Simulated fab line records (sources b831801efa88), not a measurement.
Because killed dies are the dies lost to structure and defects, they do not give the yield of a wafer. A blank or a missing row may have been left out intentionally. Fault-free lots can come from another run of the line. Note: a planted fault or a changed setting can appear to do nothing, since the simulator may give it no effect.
Which tool is to blame? | flow sky130 | 45 wafers from 15 lots sampled at 5 of the route's 708 steps

== WHAT THE GAUGES READ, wafer by wafer ==
SKY_METAL1_RS_MEAS_05: a four-point-probe measurement.
lot  | measured     | on            | METAL1_ALCU_RS (ohm/sq)
L277 | day 32 07:23 | film_metro-03 | 0.1292 0.1259 0.1264
L278 | day 32 10:25 | film_metro-04 | 0.1257 0.1268 0.1250
L279 | day 32 22:40 | film_metro-01 | 0.1275 0.1276 0.1274
L280 | day 33 10:29 | film_metro-04 | 0.1274 0.1274 0.1294
L282 | day 33 21:06 | film_metro-03 | 0.1274 0.1268 0.1277
L281 | day 33 22:38 | film_metro-04 | 0.1274 0.1262 0.1272
L283 | day 34 06:35 | film_metro-01 | 0.1245 0.1267 0.1253
L284 | day 34 07:56 | film_metro-01 | 0.1273 0.1259 0.1265
L287 | day 35 02:14 | film_metro-03 | 0.1254 0.1259 0.1248
L290 | day 35 16:13 | film_metro-03 | 0.1267 0.1255 0.1253
L291 | day 36 01:29 | film_metro-01 | 0.1279 0.1265 0.1273
L292 | day 36 06:55 | film_metro-04 | 0.1267 0.1281 0.1295
L294 | day 36 17:52 | film_metro-01 | 0.1276 0.1256 0.1238
L295 | day 37 06:08 | film_metro-01 | 0.1294 0.1282 0.1293
L297 | day 37 16:53 | film_metro-04 | 0.1278 0.1261 0.1287

SKY_VIA1_THK_MEAS_01.
lot  | measured     | on            | VIA1_HDPCVD_THK (nm)
L277 | day 33 11:35 | film_metro-04 | 1018 1023 1042
L278 | day 33 15:20 | film_metro-02 | 1024 1019 1040
L279 | day 34 02:50 | film_metro-03 | 1023 1039 1020
L280 | day 34 13:38 | film_metro-03 | 1032 1018 1030
L282 | day 35 00:22 | film_metro-03 | 1017 1023 1029
L281 | day 35 01:40 | film_metro-03 | 1020 1029 1013
L283 | day 35 10:06 | film_metro-03 | 1028 1035 892
L284 | day 35 11:10 | film_metro-03 | 1032 1045 1035
L287 | day 36 05:26 | film_metro-03 | 897 1025 1002
L290 | day 36 18:18 | film_metro-02 | 887 995 1021
L291 | day 37 03:20 | film_metro-04 | 1025 1030 1029
L292 | day 37 10:04 | film_metro-03 | 1029 1025 1022
L294 | day 37 20:28 | film_metro-02 | 1014 1021 1014
L295 | day 38 08:07 | film_metro-03 | 1027 1023 1037
L297 | day 38 19:01 | film_metro-04 | 1039 1038 1025

SKY_VIA1_CD_MEAS_12: target cd 150 nm.
lot  | measured     | on        | cd_nm (nm)
L277 | day 34 14:38 | cd_sem-01 | 149.5 149.7 147.9
L278 | day 34 17:25 | cd_sem-01 | 148.7 149.3 149.5
L279 | day 35 05:05 | cd_sem-02 | 151.1 151.7 152.6
L280 | day 35 16:29 | cd_sem-02 | 148.9 149.1 147.8
L282 | day 36 03:35 | cd_sem-02 | 149.5 149.7 150.3
L281 | day 36 04:04 | cd_sem-02 | 151.8 149.5 150.7
L283 | day 36 11:33 | cd_sem-02 | 150.0 148.4 150.7
L284 | day 36 13:36 | cd_sem-02 | 152.3 152.9 152.7
L287 | day 37 06:53 | cd_sem-02 | 152.4 152.1 152.7
L290 | day 37 19:52 | cd_sem-02 | 149.2 150.8 150.3
L291 | day 38 05:01 | cd_sem-02 | 152.8 153.5 152.7
L292 | day 38 11:28 | cd_sem-02 | 152.4 149.7 151.2
L294 | day 38 21:38 | cd_sem-02 | 149.3 148.5 149.9
L295 | day 39 09:38 | cd_sem-01 | 151.5 151.3 151.0
L297 | day 39 19:15 | cd_sem-01 | 154.1 154.2 152.7

== WHAT TOOL EACH LOT RAN ON (gives the tool, then ch and the chambers of the sampled wafers, and finally the start) ==
lot  | SKY_METAL1_SPUTTER_04        | SKY_VIA1_HDPCVD_00
L277 | pvd_sputter-02, day 32 07:20 | hdpcvd-02 ch 0,1,2, day 33 11:28
L278 | pvd_sputter-03, day 32 10:21 | hdpcvd-01 ch 0,1,2, day 33 15:13
L279 | pvd_sputter-01, day 32 22:34 | hdpcvd-02 ch 0,1,2, day 34 02:43
L280 | pvd_sputter-01, day 33 10:24 | hdpcvd-01 ch 1,2, day 34 13:30
L282 | pvd_sputter-03, day 33 21:03 | hdpcvd-01 ch 1,2, day 35 00:15
L281 | pvd_sputter-03, day 33 22:35 | hdpcvd-02 ch 0,1, day 35 01:33
L283 | pvd_sputter-01, day 34 06:31 | hdpcvd-02 ch 0,2, day 35 09:59
L284 | pvd_sputter-03, day 34 07:52 | hdpcvd-01 ch 1,2, day 35 11:03
L287 | pvd_sputter-01, day 35 02:08 | hdpcvd-02 ch 0,1,2, day 36 05:21
L290 | pvd_sputter-01, day 35 16:08 | hdpcvd-02 ch 0,1,2, day 36 18:11
L291 | pvd_sputter-01, day 36 01:26 | hdpcvd-01 ch 0,1,2, day 37 03:13
L292 | pvd_sputter-01, day 36 06:50 | hdpcvd-01 ch 1,2, day 37 09:55
L294 | pvd_sputter-02, day 36 17:49 | hdpcvd-01 ch 0,2, day 37 20:21
L295 | pvd_sputter-01, day 37 06:04 | hdpcvd-01 ch 0,1,2, day 38 07:59
L297 | pvd_sputter-03, day 37 16:49 | hdpcvd-01 ch 0,2, day 38 18:53
- SKY_METAL1_SPUTTER_04: material TiN, target thk 70 nm, time 58.3 s.
- SKY_VIA1_HDPCVD_00: deposits SiO2, target thk 1030 nm, time 171.7 s.

== AS READ BY THE TOOLS THEMSELVES (means over the sampled wafers that have a number; for cases with no such wafer, the mark the record gives instead) ==
SKY_METAL1_SPUTTER_04.
lot  | tool           | throttle_valve_pct (%)
L277 | pvd_sputter-02 | 30.7
L278 | pvd_sputter-03 | 30.0
L279 | pvd_sputter-01 | 29.9
L280 | pvd_sputter-01 | 29.6
L282 | pvd_sputter-03 | 28.8
L281 | pvd_sputter-03 | 29.3
L283 | pvd_sputter-01 | 29.6
L284 | pvd_sputter-03 | 29.3
L287 | pvd_sputter-01 | 29.8
L290 | pvd_sputter-01 | 29.8
L291 | pvd_sputter-01 | 29.8
L292 | pvd_sputter-01 | 29.7
L294 | pvd_sputter-02 | 31.5
L295 | pvd_sputter-01 | 29.5
L297 | pvd_sputter-03 | 29.8

== THE ANSWER, worked out from the rows above alone ==
Rule: the usual values come from the lots themselves. Put in order of their means at a reading, lots are off if they are a third of the lots or fewer, leave a main group of 4 or more, and stand apart from it by a gap of 3 or more times the standard deviation of the main group's means; of several such gaps the widest counts. If all means in a main group match to the digits the tables above print for the reading, that group is not used. A lot without any number at a reading at which 4 lots or more have one is off too. Any other lot the step has rows for is counted as sound. The gauges are gone through in route order, then the tools' own readings, and for those a lot's mean is taken as printed above. At the first step where some lot is off, the reading lying furthest off is the one used; lots without a number count as furthest.
Off: at SKY_VIA1_THK_MEAS_01 (VIA1_HDPCVD_THK), L283, L287, L290. Main group: mean 1027 nm, sd 5.3.
If a tool, at a process step before that reading, ran all the lots that are off and no sound lot after the first of them, it fits. Gauges at SKY_VIA1_THK_MEAS_01: tried the same way as those tools. One fits: SKY_VIA1_HDPCVD_00 on hdpcvd-02. A fault onset in the window from L281 (day 35 01:33, its last sound lot) to L283 (day 35 09:59, its first lot off) fits.

== WHAT THE SIMULATOR PUT IN ==
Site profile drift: hdpcvd-02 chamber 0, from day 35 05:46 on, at SKY_VIA1_HDPCVD_00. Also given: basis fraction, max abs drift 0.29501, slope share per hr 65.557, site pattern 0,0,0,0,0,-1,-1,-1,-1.
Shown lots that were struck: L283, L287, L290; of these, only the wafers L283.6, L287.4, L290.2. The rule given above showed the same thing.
